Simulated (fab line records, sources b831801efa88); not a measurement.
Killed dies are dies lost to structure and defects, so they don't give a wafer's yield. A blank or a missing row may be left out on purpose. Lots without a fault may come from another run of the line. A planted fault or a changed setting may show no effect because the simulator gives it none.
Which tool did it? | flow sky130 | 10 lots, 30 wafers sampled, at 2 steps of a route of 708

WHAT THE GAUGES READ, wafer by wafer
SKY_METAL1_CD_MEAS_15: target cd 140 nm. Usual: cd_nm 139.9 nm, standard deviation 1.6.
lot  | measured     | on        | cd_nm (nm)        | flag
L222 | day 34 23:41 | cd_sem-01 | 141.9 140.6 141.8 |
L223 | day 35 09:37 | cd_sem-02 | 140.4 140.4 140.6 |
L224 | day 35 11:20 | cd_sem-02 | 139.0 138.6 137.4 |
L230 | day 37 03:14 | cd_sem-02 | 139.1 137.9 139.6 |
L231 | day 37 08:45 | cd_sem-02 | 141.5 140.6 142.0 |
L232 | day 37 19:40 | cd_sem-01 | 139.8 138.1 139.2 |
L233 | day 37 22:45 | cd_sem-01 | 138.6 138.3 139.0 |
L236 | day 38 23:16 | cd_sem-02 | 140.7 138.9 140.0 |
L237 | day 39 03:54 | cd_sem-02 | 140.5 143.1 142.3 |
L239 | day 39 13:49 | cd_sem-01 | 139.4 137.2 138.2 |

WHICH TOOL RAN EACH LOT (tool, then ch and the chambers of the sampled wafers, then the start)
lot  | SKY_METAL1_SPUTTER_01
L222 | pvd_sputter-02, day 33 21:27
L223 | pvd_sputter-03, day 34 07:01
L224 | pvd_sputter-02, day 34 09:21
L230 | pvd_sputter-04, day 36 01:25
L231 | pvd_sputter-03, day 36 07:07
L232 | pvd_sputter-02, day 36 17:16
L233 | pvd_sputter-03, day 36 20:43
L236 | pvd_sputter-02, day 37 22:10
L237 | pvd_sputter-04, day 38 02:20
L239 | pvd_sputter-03, day 38 13:17
- SKY_METAL1_SPUTTER_01: material TiN, target thk 20 nm, time 16.7 s.

WHAT THE TOOLS THEMSELVES READ (means of the sampled wafers that have a number; where no wafer has one, the mark that the record gives instead)
SKY_METAL1_SPUTTER_01. Usual: throttle_valve_pct 29.6 %, standard deviation 0.67.
lot  | tool           | throttle_valve_pct (%) | flag
L222 | pvd_sputter-02 | 30.0                   |
L223 | pvd_sputter-03 | 29.3                   |
L224 | pvd_sputter-02 | 29.4                   |
L230 | pvd_sputter-04 | 29.2                   |
L231 | pvd_sputter-03 | 29.1                   |
L232 | pvd_sputter-02 | 30.3                   |
L233 | pvd_sputter-03 | 29.2                   |
L236 | pvd_sputter-02 | 29.9                   |
L237 | pvd_sputter-04 | 29.9                   |
L239 | pvd_sputter-03 | 28.9                   |

THE ANSWER, worked out from the rows above alone
Rule: a lot is off if the mean of its wafers that have a number lies more than 3 standard deviations from the usual mean. A lot without any number at a reading at which 4 lots or more have one is off too. The other lots that the step has rows for count as sound. The gauges are gone through in route order, then the tools' own readings, and for those a lot's mean is taken as printed above. The first step at which some lot is off is used, and at that step the reading that is off furthest; a lot without a number counts as furthest.
No lot is off at any reading shown: from this, nothing can be told.

WHAT THE SIMULATOR HAD PUT IN
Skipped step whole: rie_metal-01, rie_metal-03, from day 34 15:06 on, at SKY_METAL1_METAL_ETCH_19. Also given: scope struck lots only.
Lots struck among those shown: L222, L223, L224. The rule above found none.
